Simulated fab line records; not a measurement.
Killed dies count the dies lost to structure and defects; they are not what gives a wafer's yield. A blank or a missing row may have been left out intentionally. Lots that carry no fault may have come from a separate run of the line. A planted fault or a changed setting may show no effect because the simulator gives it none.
fab line records	flow sfq_line
[record] lots = 7	wafers = 21	last_day = 93
route steps=325 shown M5@198 A5B@209 R5@212 I5@228 M8@325
lots that met no fault: from a run of the same line without faults
start_h: the number of hours between the record's first day and the start of the first shown wafer of the lot	wait_h: hours from the lot's prior step to this one	" identical to the entry in the row above	L1.1+2: a single row standing in for several wafers	- no value, or no start given	* or withheld: withheld	< > ~ a bound
route shown NAME@n: a module of which the file shows steps, and the number in the route of the first	usual: average and standard deviation across the fault-free wafers	same: alike in all rows	chamber/n: place in a boat	sites: readings site by site	_std_site: the standard deviation of these	_edge_site: inner sites' mean taken away from outer sites' mean	radius_mm: how far each site lies from the wafer's centre	mask NAME#n: copy n	behind: tool/chamber where the wafer was last shaped	hold: the reason the lot was held/the length of the hold in hours/how it ended	device: names the non-switching transistor (n, p or np)	end of line: the tests these same wafers got at the end of their route	a step given without rows: its recipe and nothing more	killed: the dies lost at the first sort to structure and to defects; this is not the yield of the wafer	map: a wafer's dies, marking killed ones x, the rest . and places with no die _
set.NAME: the setting the step ran with; set.NAME@STEP: the setting that earlier step ran with	model.NAME: the simulator's own value behind a step, which no gauge read
lots at selected steps of the route; one table per step, one row per wafer
services: when a tool's chamber went out of use (start_h, in hours from the record's first day, below 0 if earlier), for how many hours, and the reason
[[steps]]
[step SFQ_TRILAYER_M5_LITHO_COAT_128]
[recipe] resist = BARC	spin_rpm = 3000	resist_thk_nm = 62
[step SFQ_TRILAYER_M5_LITHO_COAT_123]
[recipe] resist = KrF	spin_rpm = 3000	resist_thk_nm = 600
[step SFQ_TRILAYER_M5_LITHO_SOFTBAKE_127]
[recipe] temp_c = withheld	time_s = withheld	resist = KrF
[step SFQ_TRILAYER_M5_LITHO_EXPOSE_124]
[recipe] mask_id = M5	na = 0.6	source_shape = conventional	sigma_outer = 0.65	target_cd_nm = 700	dose_mj = 14.4
[step SFQ_TRILAYER_M5_LITHO_PEB_126]
[recipe] peb_temp_c = 115	peb_time_s = 60	resist = KrF
[step SFQ_TRILAYER_M5_LITHO_DEVELOP_125]
[recipe] time_s = 60	resist = KrF
[step SFQ_M5_OVL_MEAS_932]
[usual] M5_OVL = 2/6.6
lot.wafer	tool	chamber	start_h	wait_h	M5_OVL[nm]
L516.1	overlay-01	-	1455.41	0.1	1
L516.5	"	-	"	"	2
L516.6	"	-	"	"	6
L517.1	overlay-02	-	1457.81	0.1	1
L517.4	"	-	"	"	-2
L517.6	"	-	"	"	3
L521.2	overlay-02	-	1580.00	0.1	-7
L521.5	"	-	"	"	-6
L521.6	"	-	"	"	-4
L522.1	overlay-01	-	1581.19	0.1	-4
L522.4	"	-	"	"	3
L522.6	"	-	"	"	-1
L523.1	overlay-01	-	1582.39	0.1	12
L523.2	"	-	"	"	13
L523.6	"	-	"	"	14
L529.2	overlay-01	-	1594.40	0.1	1
L529.4	"	-	"	"	-1
L529.5	"	-	"	"	2
L530.2	overlay-01	-	1598.00	0.1	-7
L530.5	"	-	"	"	-5
L530.6	"	-	"	"	-3
[step SFQ_TRILAYER_M5_BARC_OPEN_METAL_ETCH_161]
[recipe] mask_material = PR	chemistry = O2	target_depth_nm = 125	target = BARC	icp_w = 600	bias_w = 80	pressure_mtorr = 10	time_s = 41.7
[usual] drypump_motor_current_A = 6.2/0.42	he_backside_leak_sccm = 3.51/0.17	oes_product_au = 0.685/0.0049
lot.wafer	tool	chamber	start_h	wait_h	drypump_motor_current_A	he_backside_leak_sccm	oes_product_au	rf_hours_counter_h
L516.1	rie_metal-01	0	1455.45	0.0	5.7	3.32	0.691	47
L516.5	"	1	"	"	5.9	3.83	0.690	-
L516.6	"	0	"	"	5.7	3.38	0.693	-
L517.1	rie_metal-04	1	1457.85	0.0	6.2	3.46	0.689	97
L517.4	"	0	"	"	5.7	3.29	0.685	-
L517.6	"	1	"	"	6.2	3.55	0.686	-
L521.2	rie_metal-02	1	1580.03	0.0	6.8	3.60	0.684	65
L521.5	"	0	"	"	6.4	3.51	0.686	-
L521.6	"	1	"	"	6.8	3.67	0.685	-
L522.1	rie_metal-01	1	1581.23	0.0	5.9	3.62	0.692	7
L522.4	"	0	"	"	5.8	3.63	0.691	-
L522.6	"	1	"	"	5.9	3.27	0.676	-
L523.1	rie_metal-02	1	1582.43	0.0	6.8	3.67	0.684	66
L523.2	"	0	"	"	6.4	3.40	0.683	12
L523.6	"	0	"	"	6.4	3.36	0.687	-
L529.2	rie_metal-02	1	1594.45	0.0	6.8	3.47	0.694	-
L529.4	"	1	"	"	6.8	3.57	0.687	-
L529.5	"	1	"	"	6.8	3.53	0.681	-
L530.2	rie_metal-02	0	1598.03	0.0	6.4	3.47	0.686	14
L530.5	"	0	"	"	6.4	3.59	0.685	-
L530.6	"	1	"	"	6.8	3.50	0.689	-
[step SFQ_TRILAYER_M5_ETCH_METAL_ETCH_126]
[recipe] target = Nb	stop_on = SiO2	mask_material = PR	over_etch_frac = 0.15	time_s = 203.2	chemistry = Cl2/BCl3	target_depth_nm = 265	icp_w = 600	bias_w = 80	pressure_mtorr = 10
[step SFQ_TRILAYER_M5_STRIP_STRIP_127]
[recipe] gas = O2	power_w = 200	platen_temp_c = 40	overash_fraction = 0.65	chemistry = O2	pressure_mtorr = 50
[usual] drypump_motor_current_A = 6.2/0.42	he_backside_leak_sccm = 3.51/0.14	oes_product_au = 1.000/0.0074
[same] overash_fraction = 0.65
lot.wafer	tool	chamber	start_h	wait_h	drypump_motor_current_A	he_backside_leak_sccm	oes_product_au	rf_hours_counter_h
L516.1	rie_metal-01	0	1455.70	0.1	5.7	3.52	1.004	48
L516.5	"	1	"	"	6.0	3.76	0.985	-
L516.6	"	0	"	"	5.7	3.71	0.999	-
L517.1	rie_metal-04	1	1458.10	0.1	6.3	3.53	1.009	97
L517.4	"	0	"	"	5.6	3.38	1.001	-
L517.6	"	1	"	"	6.3	3.61	1.004	-
L521.2	rie_metal-02	1	1580.28	0.1	6.8	3.47	1.007	65
L521.5	"	0	"	"	6.4	3.61	1.002	-
L521.6	"	1	"	"	6.8	3.54	1.003	-
L522.1	rie_metal-01	1	1581.48	0.1	5.9	3.50	1.005	7
L522.4	"	0	"	"	5.7	3.26	1.011	-
L522.6	"	1	"	"	5.9	3.63	1.004	-
L523.1	rie_metal-02	1	1582.68	0.1	6.8	3.78	1.010	66
L523.2	"	0	"	"	6.4	3.70	0.990	12
L523.6	"	0	"	"	6.4	3.66	1.003	-
L529.2	rie_metal-02	1	1595.14	0.5	6.8	3.41	1.016	-
L529.4	"	1	"	"	6.8	3.60	0.999	-
L529.5	"	1	"	"	6.8	3.49	1.010	-
L530.2	rie_metal-02	0	1598.28	0.1	6.4	3.42	0.999	14
L530.5	"	0	"	"	6.4	3.54	1.001	-
L530.6	"	1	"	"	6.8	3.58	0.993	-
[step SFQ_TRILAYER_M5_STRIP_SOLV_CLEAN_128]
[recipe] chemistry = NMP	temp_c = 70	time_s = 600
[step SFQ_TRILAYER_A5B_DEP_PECVD_129]
[recipe] material = SiO2	temp_c = 150	time_s = 133.33	pressure_torr = 2.4	rf_w = 183.3	precursor = SiH4/N2O	target_thk_nm = 600
[usual] heater_power_w = 86/9.8	throttle_valve_pct = 23.6/1
lot.wafer	tool	chamber	start_h	wait_h	heater_power_w	throttle_valve_pct
L516.1	pecvd-04	0	1456.48	0.0	91	24.8
L516.5	"	1	"	"	74	24.7
L516.6	"	2	"	"	74	26.0
L517.1	pecvd-01	2	1458.88	0.0	83	22.9
L517.4	"	2	"	"	86	22.9
L517.6	"	0	"	"	84	23.7
L521.2	pecvd-04	2	1581.06	0.0	66	26.3
L521.5	"	2	"	"	70	26.3
L521.6	"	1	"	"	65	24.9
L522.1	pecvd-03	0	1582.26	0.0	97	23.9
L522.4	"	0	"	"	104	24.2
L522.6	"	2	"	"	84	23.2
L523.1	pecvd-01	2	1583.47	0.0	77	23.0
L523.2	"	1	"	"	86	23.1
L523.6	"	0	"	"	71	23.8
L529.2	pecvd-01	1	1596.31	0.0	98	23.2
L529.4	"	1	"	"	82	23.0
L529.5	"	2	"	"	77	23.1
L530.2	pecvd-01	2	1599.06	0.0	79	23.1
L530.5	"	0	"	"	79	24.0
L530.6	"	1	"	"	98	23.2
[step SFQ_TRILAYER_A5B_CMP_CMP_130]
[recipe] stop_on = Nb	down_force_psi = 3	platen_rpm = 60	target_thk_nm = 340.7
[usual] edge_zone_pressure_frac = 1.000/0.005	head_pressure_psi = 2.999/0.0073	motor_current_A = 10.5/1.3	platen_rpm = 60.00/0.041	slurry_flow_ml_min = 150.0/0.48
lot.wafer	tool	chamber	start_h	wait_h	edge_zone_pressure_frac	head_pressure_psi	motor_current_A	platen_rpm	slurry_flow_ml_min	model.SiO2_of_TRILAYER_A5B_DEP_PECVD_129.thk_nm
L516.1	cmp-02	1	1461.70	5.2	1.005	3.005	9.8	60.01	150.1	339.8
L516.5	"	0	1463.20	6.6	1.003	2.999	13.0	60.03	149.8	334.2
L516.6	"	1	"	"	1.002	3.010	9.3	60.00	150.1	339.7
L517.4	cmp-01	2	1461.77	2.8	0.995	2.993	11.6	59.96	149.9	341.5
L517.1	"	0	1462.77	3.8	0.995	3.001	11.6	59.97	149.6	338.8
L517.6	"	2	1463.77	4.8	0.997	2.994	11.8	60.09	149.5	334.7
L521.2	cmp-02	2	1581.65	0.5	-	-	-	-	-	603
L521.6	"	1	1583.15	2.0	-	-	-	-	-	606.2
L521.5	"	2	"	"	-	-	-	-	-	610.2
L522.1	cmp-01	2	1582.85	0.5	-	-	-	-	-	598
L522.4	"	0	1583.85	1.5	-	-	-	-	-	608.4
L522.6	"	1	"	"	-	-	-	-	-	603.3
L523.1	cmp-02	3	1584.65	1.1	-	-	-	-	-	595.1
L523.2	"	0	"	"	-	-	-	-	-	592.3
L523.6	"	2	1586.15	2.6	-	-	-	-	-	600.7
L529.4	cmp-02	1	1603.15	6.7	1.008	3.000	9.2	60.00	150.2	340.9
L529.2	"	3	1604.15	7.8	0.998	2.997	10.2	59.98	149.4	342.9
L529.5	"	2	1605.65	9.2	1.009	3.004	10.0	59.97	150.7	348.1
L530.2	cmp-01	2	1607.85	8.7	1.005	3.010	11.5	60.06	150.0	340.8
L530.5	"	3	"	"	0.997	3.004	8.5	60.08	149.1	343.3
L530.6	"	0	"	"	0.989	2.988	10.9	59.99	149.8	345.9
[step SFQ_TRILAYER_A5B_METRO_MEASURE_131]
[usual] thk_nm = 341/5.6
lot.wafer	tool	chamber	start_h	wait_h	thk_nm
L516.1	film_metro-04	-	1464.20	2.0	340
L516.5	"	-	"	"	334
L516.6	"	-	"	"	340
L517.1	film_metro-01	-	1464.77	1.5	339
L517.4	"	-	"	"	342
L517.6	"	-	"	"	335
L521.2	film_metro-04	-	1584.35	2.2	603
L521.5	"	-	"	"	611
L521.6	"	-	"	"	606
L522.1	film_metro-02	-	1585.35	2.0	598
L522.4	"	-	"	"	608
L522.6	"	-	"	"	604
L523.1	film_metro-04	-	1587.15	2.0	595
L523.2	"	-	"	"	592
L523.6	"	-	"	"	601
L529.2	film_metro-01	-	1606.35	1.7	343
L529.4	"	-	"	"	341
L529.5	"	-	"	"	348
L530.2	film_metro-02	-	1609.55	1.2	341
L530.5	"	-	"	"	343
L530.6	"	-	"	"	346
[step SFQ_TRILAYER_R5_DEP_SPUTTER_132]
[recipe] material = Ti	base_pressure_pa = 1.33e-06	target_thk_nm = 5	power_w = 2000	time_s = 5	chamber_pressure_pa = 0.4
[step SFQ_TRILAYER_R5_DEP_SPUTTER_133]
[recipe] material = MoNx	base_pressure_pa = 1.33e-06	target_thk_nm = 40	power_w = 1000	time_s = 66.7	chamber_pressure_pa = 0.4
[step SFQ_TRILAYER_R5_DEP_SPUTTER_134]
[recipe] material = Ti	base_pressure_pa = 1.33e-06	target_thk_nm = 5	power_w = 2000	time_s = 5	chamber_pressure_pa = 0.4
[usual] throttle_valve_pct = 29.9/0.85
lot.wafer	tool	chamber	start_h	wait_h	throttle_valve_pct
L516.1	pvd_sputter-03	-	1465.47	0.0	30.3
L516.5	"	-	"	"	30.0
L516.6	"	-	"	"	30.6
L517.1	pvd_sputter-04	-	1466.05	0.0	29.3
L517.4	"	-	"	"	28.9
L517.6	"	-	"	"	31.5
L521.2	pvd_sputter-05	-	1585.42	0.0	29.8
L521.5	"	-	"	"	30.0
L521.6	"	-	"	"	29.5
L522.1	pvd_sputter-03	-	1586.62	0.0	29.3
L522.4	"	-	"	"	29.6
L522.6	"	-	"	"	28.3
L523.1	pvd_sputter-04	-	1588.42	0.0	31.7
L523.2	"	-	"	"	30.4
L523.6	"	-	"	"	28.6
L529.2	pvd_sputter-04	-	1607.42	0.0	28.7
L529.4	"	-	"	"	29.5
L529.5	"	-	"	"	28.7
L530.2	pvd_sputter-05	-	1610.62	0.0	30.4
L530.5	"	-	"	"	30.2
L530.6	"	-	"	"	29.4
[step SFQ_R5_RS_MEAS_933]
[recipe] thk_meas_gauge = four-point-probe	reads = Ti_of_TRILAYER_R5_DEP_SPUTTER_134+MoNx_of_TRILAYER_R5_DEP_SPUTTER_133+Ti_of_TRILAYER_R5_DEP_SPUTTER_132
[usual] R5_MONX_RS = 7.07/0.072
lot.wafer	tool	chamber	start_h	wait_h	R5_MONX_RS[ohm/sq]
L516.1	film_metro-02	-	1465.49	0.0	6.95
L516.5	"	-	"	"	6.95
L516.6	"	-	"	"	6.99
L517.1	film_metro-03	-	1466.07	0.0	7.04
L517.4	"	-	"	"	6.97
L517.6	"	-	"	"	7.09
L521.2	film_metro-03	-	1585.46	0.0	7.08
L521.5	"	-	"	"	7.12
L521.6	"	-	"	"	7.12
L522.1	film_metro-01	-	1586.64	0.0	7.03
L522.4	"	-	"	"	7.05
L522.6	"	-	"	"	7.10
L523.1	film_metro-01	-	1588.44	0.0	7.02
L523.2	"	-	"	"	6.99
L523.6	"	-	"	"	6.98
L529.2	film_metro-01	-	1607.46	0.0	7.04
L529.4	"	-	"	"	7.05
L529.5	"	-	"	"	7.04
L530.2	film_metro-01	-	1610.66	0.0	7.18
L530.5	"	-	"	"	7.12
L530.6	"	-	"	"	7.14
[step SFQ_R5_THK_MEAS_934]
[recipe] thk_meas_gauge = xrf	reads = MoNx_of_TRILAYER_R5_DEP_SPUTTER_133
[usual] R5_MONX_THK = 39.8/0.47
lot.wafer	tool	chamber	start_h	wait_h	R5_MONX_THK[nm]
L516.1	film_metro-02	-	1465.61	0.1	40.3
L516.5	"	-	"	"	40.1
L516.6	"	-	"	"	40.0
L517.1	film_metro-03	-	1466.19	0.1	39.7
L517.4	"	-	"	"	40.2
L517.6	"	-	"	"	39.7
L521.2	film_metro-03	-	1585.57	0.1	39.7
L521.5	"	-	"	"	39.1
L521.6	"	-	"	"	39.3
L522.1	film_metro-01	-	1586.76	0.1	40.1
L522.4	"	-	"	"	40.0
L522.6	"	-	"	"	39.7
L523.1	film_metro-01	-	1588.56	0.1	40.5
L523.2	"	-	"	"	40.5
L523.6	"	-	"	"	40.6
L529.2	film_metro-01	-	1607.57	0.1	40.2
L529.4	"	-	"	"	40.4
L529.5	"	-	"	"	40.1
L530.2	film_metro-01	-	1610.77	0.1	39.0
L530.5	"	-	"	"	39.4
L530.6	"	-	"	"	39.4
[step SFQ_TRILAYER_R5_LITHO_COAT_141]
[recipe] resist = BARC	spin_rpm = 3000	resist_thk_nm = 62
[step SFQ_TRILAYER_R5_LITHO_COAT_136]
[recipe] resist = KrF	spin_rpm = 3000	resist_thk_nm = 600
[step SFQ_TRILAYER_R5_LITHO_SOFTBAKE_140]
[recipe] temp_c = withheld	time_s = withheld	resist = KrF
[step SFQ_TRILAYER_R5_LITHO_EXPOSE_137]
[recipe] mask_id = R5	na = 0.6	source_shape = conventional	sigma_outer = 0.65	target_cd_nm = 500	dose_mj = 14.4
[step SFQ_TRILAYER_R5_LITHO_PEB_139]
[recipe] peb_temp_c = 115	peb_time_s = 60	resist = KrF
[step SFQ_TRILAYER_R5_LITHO_DEVELOP_138]
[recipe] time_s = 60	resist = KrF
[step SFQ_R5_OVL_MEAS_935]
[usual] R5_OVL = -5/5.6
lot.wafer	tool	chamber	start_h	wait_h	R5_OVL[nm]
L516.1	overlay-01	-	1573.99	0.1	-1
L516.5	"	-	"	"	-2
L516.6	"	-	"	"	4
L517.1	overlay-02	-	1575.19	0.1	1
L517.4	"	-	"	"	4
L517.6	"	-	"	"	-1
L521.2	overlay-02	-	1601.81	0.1	-8
L521.5	"	-	"	"	-16
L521.6	"	-	"	"	-10
L522.1	overlay-02	-	1603.01	0.1	-10
L522.4	"	-	"	"	-3
L522.6	"	-	"	"	-1
L523.1	overlay-02	-	1605.41	0.1	-8
L523.2	"	-	"	"	-18
L523.6	"	-	"	"	-13
L529.2	overlay-02	-	1702.16	0.1	-9
L529.4	"	-	"	"	-7
L529.5	"	-	"	"	-7
L530.2	overlay-02	-	1704.56	0.1	-6
L530.5	"	-	"	"	-8
L530.6	"	-	"	"	-9
[step SFQ_TRILAYER_R5_BARC_OPEN_METAL_ETCH_177]
[recipe] mask_material = PR	chemistry = O2	target_depth_nm = 125	target = BARC	icp_w = 600	bias_w = 80	pressure_mtorr = 10	time_s = 41.7
[usual] drypump_motor_current_A = 6.2/0.46	he_backside_leak_sccm = 3.47/0.2	oes_product_au = 0.685/0.0049
lot.wafer	tool	chamber	start_h	wait_h	drypump_motor_current_A	he_backside_leak_sccm	oes_product_au	rf_hours_counter_h
L516.1	rie_metal-03	0	1574.03	0.0	5.4	3.10	0.685	112
L516.5	"	0	"	"	5.4	3.31	0.685	-
L516.6	"	1	"	"	6.3	3.36	0.692	-
L517.1	rie_metal-02	0	1575.23	0.0	6.4	3.61	0.682	11
L517.4	"	1	"	"	6.8	3.42	0.673	-
L517.6	"	0	"	"	6.4	3.61	0.692	-
L521.2	rie_metal-04	1	1601.84	0.0	6.2	3.70	0.680	120
L521.5	"	0	"	"	5.7	3.45	0.678	-
L521.6	"	1	"	"	6.2	3.56	0.680	-
L522.1	rie_metal-02	0	1603.04	0.0	6.4	3.40	0.682	15
L522.4	"	0	"	"	6.4	3.30	0.684	-
L522.6	"	1	"	"	6.8	3.51	0.688	-
L523.1	rie_metal-02	0	1605.44	0.0	6.4	3.59	0.689	16
L523.2	"	1	"	"	6.8	3.52	0.678	72
L523.6	"	1	"	"	6.8	3.46	0.700	-
L529.2	rie_metal-02	0	1702.19	0.0	6.4	3.77	0.688	28
L529.4	"	0	"	"	6.4	3.73	0.682	-
L529.5	"	1	"	"	6.8	3.40	0.695	-
L530.2	rie_metal-03	1	1704.59	0.0	6.3	3.40	0.690	86
L530.5	"	0	"	"	5.4	3.42	0.682	-
L530.6	"	1	"	"	6.3	3.27	0.677	-
[step SFQ_TRILAYER_R5_ETCH_METAL_ETCH_139]
[recipe] stop_on = SiO2	mask_material = PR	chemistry = Cl2	target_depth_nm = 60	icp_w = 600	bias_w = 80	pressure_mtorr = 10	time_s = 40
[step SFQ_TRILAYER_R5_STRIP_STRIP_140]
[recipe] gas = O2	power_w = 200	platen_temp_c = 40	overash_fraction = 0.65	chemistry = O2	pressure_mtorr = 50
[step SFQ_TRILAYER_R5_STRIP_SOLV_CLEAN_141]
[recipe] chemistry = NMP	temp_c = 70	time_s = 600
[step SFQ_TRILAYER_A5C_DEP_PECVD_142]
[recipe] material = SiO2	temp_c = 150	time_s = 15.556	pressure_torr = 2.4	rf_w = 183.3	precursor = SiH4/N2O	target_thk_nm = 70
[step SFQ_TRILAYER_I5_LITHO_COAT_149]
[recipe] resist = BARC	spin_rpm = 3000	resist_thk_nm = 62
[step SFQ_TRILAYER_I5_LITHO_COAT_144]
[recipe] resist = KrF	spin_rpm = 3000	resist_thk_nm = 650
[step SFQ_TRILAYER_I5_LITHO_SOFTBAKE_148]
[recipe] temp_c = withheld	time_s = withheld	resist = KrF
[step SFQ_TRILAYER_I5_LITHO_EXPOSE_145]
[recipe] mask_id = I5	na = 0.6	source_shape = conventional	sigma_outer = 0.65	target_cd_nm = 700	dose_mj = 21.3
[step SFQ_TRILAYER_I5_LITHO_PEB_147]
[recipe] peb_temp_c = 115	peb_time_s = 60	resist = KrF
[step SFQ_TRILAYER_I5_LITHO_DEVELOP_146]
[recipe] time_s = 60	resist = KrF
[step SFQ_I5_OVL_MEAS_936]
[usual] I5_OVL = 4/5.7
lot.wafer	tool	chamber	start_h	wait_h	I5_OVL[nm]
L516.1	overlay-02	-	1681.76	0.1	3
L516.5	"	-	"	"	10
L516.6	"	-	"	"	4
L517.1	overlay-02	-	1684.16	0.1	2
L517.4	"	-	"	"	1
L517.6	"	-	"	"	2
L521.2	overlay-01	-	1701.13	0.1	7
L521.5	"	-	"	"	-1
L521.6	"	-	"	"	9
L522.1	overlay-01	-	1702.32	0.1	1
L522.4	"	-	"	"	12
L522.6	"	-	"	"	10
L523.1	overlay-01	-	1704.72	0.1	4
L523.2	"	-	"	"	-5
L523.6	"	-	"	"	-4
L529.2	overlay-01	-	1802.16	0.1	14
L529.4	"	-	"	"	12
L529.5	"	-	"	"	12
L530.2	overlay-02	-	1805.76	0.1	12
L530.5	"	-	"	"	3
L530.6	"	-	"	"	3
[step SFQ_TRILAYER_I5_BARC_OPEN_VIA_ETCH_200]
[recipe] mask_material = PR	chemistry = O2	target_depth_nm = 125	target = BARC	source_w = 500	bias_w = 80	pressure_mtorr = 30	time_s = 41.7
[step SFQ_TRILAYER_I5_ETCH_VIA_ETCH_147]
[recipe] stop_on = Nb	mask_material = PR	chemistry = CHF3	target_depth_nm = 360	source_w = 500	bias_w = 80	pressure_mtorr = 30	time_s = withheld
[step SFQ_TRILAYER_I5_STRIP_STRIP_148]
[recipe] gas = O2	power_w = 200	platen_temp_c = 40	overash_fraction = 0.65	chemistry = O2	pressure_mtorr = 50
[step SFQ_TRILAYER_I5_STRIP_SOLV_CLEAN_149]
[recipe] chemistry = NMP	temp_c = 70	time_s = 600
[step SFQ_M8_BOW_MEAS_951]
[recipe] mode = bow
[usual] M8_BOW = 8/12
lot.wafer	tool	chamber	start_h	wait_h	M8_BOW[um]	model.etest.i5.link_ohm
L516.1	film_metro-03	-	2140.19	0.0	-1	2.286
L516.5	"	-	"	"	7	2.276
L516.6	"	-	"	"	-5	2.275
L517.1	film_metro-03	-	2143.79	0.0	21	2.261
L517.4	"	-	"	"	11	2.262
L517.6	"	-	"	"	21	2.271
L521.2	film_metro-02	-	2159.49	0.0	14	2.404
L521.5	"	-	"	"	11	2.416
L521.6	"	-	"	"	-6	2.419
L522.1	film_metro-02	-	2165.41	0.0	-3	2.405
L522.4	"	-	"	"	-11	2.399
L522.6	"	-	"	"	-10	2.404
L523.1	film_metro-02	-	2170.19	0.0	12	2.401
L523.2	"	-	"	"	-3	2.396
L523.6	"	-	"	"	6	2.414
L529.2	film_metro-02	-	2220.23	0.0	-8	2.264
L529.4	"	-	"	"	-14	2.273
L529.5	"	-	"	"	-17	2.268
L530.2	film_metro-02	-	2223.81	0.0	16	2.288
L530.5	"	-	"	"	31	2.295
L530.6	"	-	"	"	21	2.297
[[services]]
tool	chamber	start_h	hours	kind
cmp-02	-	1435.29	7.4	pm
rie_metal-04	1	1436.73	1.3	repair
film_metro-04	-	1445.72	2.0	pm
cmp-01	-	1447.80	3.9	pm
cmp-01	-	1451.21	4.6	repair
film_metro-01	-	1451.99	0.8	pm
film_metro-04	-	1453.76	1.7	pm
rie_metal-02	-	1457.38	5.9	repair
pecvd-04	-	1460.46	0.5	repair
cmp-02	-	1488.83	2.8	repair
cmp-01	-	1490.43	2.6	repair
cmp-01	-	1499.61	10.3	repair
rie_metal-04	1	1511.06	3.7	repair
cmp-02	-	1512.49	5.6	pm
pecvd-01	1	1524.85	25.9	repair
film_metro-04	-	1543.79	0.7	pm
film_metro-04	-	1593.70	1.1	pm
cmp-02	-	1596.15	4.0	pm
rie_metal-04	-	1612.39	10.0	pm
rie_metal-04	0	1635.75	5.9	repair
cmp-01	-	1658.28	3.1	repair
rie_metal-04	1	1659.25	7.7	repair
rie_metal-04	-	1694.71	14.6	pm
film_metro-04	-	1698.76	0.5	pm
[[key]]
[first_sign] step = SFQ_TRILAYER_A5B_CMP_CMP_130	reading = tool_record	direction = missing
[effect] step = SFQ_TRILAYER_A5B_METRO_MEASURE_131	reading = thk_nm	direction = up	sigmas = 47	usual = 341	struck = 602
[model_effect] step = SFQ_TRILAYER_A5B_CMP_CMP_130	value = SiO2_of_TRILAYER_A5B_DEP_PECVD_129.thk_nm	without = 341.7	struck = 601.9
[model_effect] step = SFQ_M8_BOW_MEAS_951	value = etest.i5.link_ohm	without = 2.283	struck = 2.406
met_at SFQ_TRILAYER_A5B_CMP_CMP_130
struck_wafers L521.2,L521.5,L521.6,L522.1,L522.4,L522.6,L523.1,L523.2,L523.6
onset_between 1461.77 1581.65
[fault] kind = skipped_step_whole	tool = cmp-01,cmp-02	chamber = -	onset_h = 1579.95	steps = SFQ_TRILAYER_A5B_CMP_CMP_130	scope = struck_lots_only
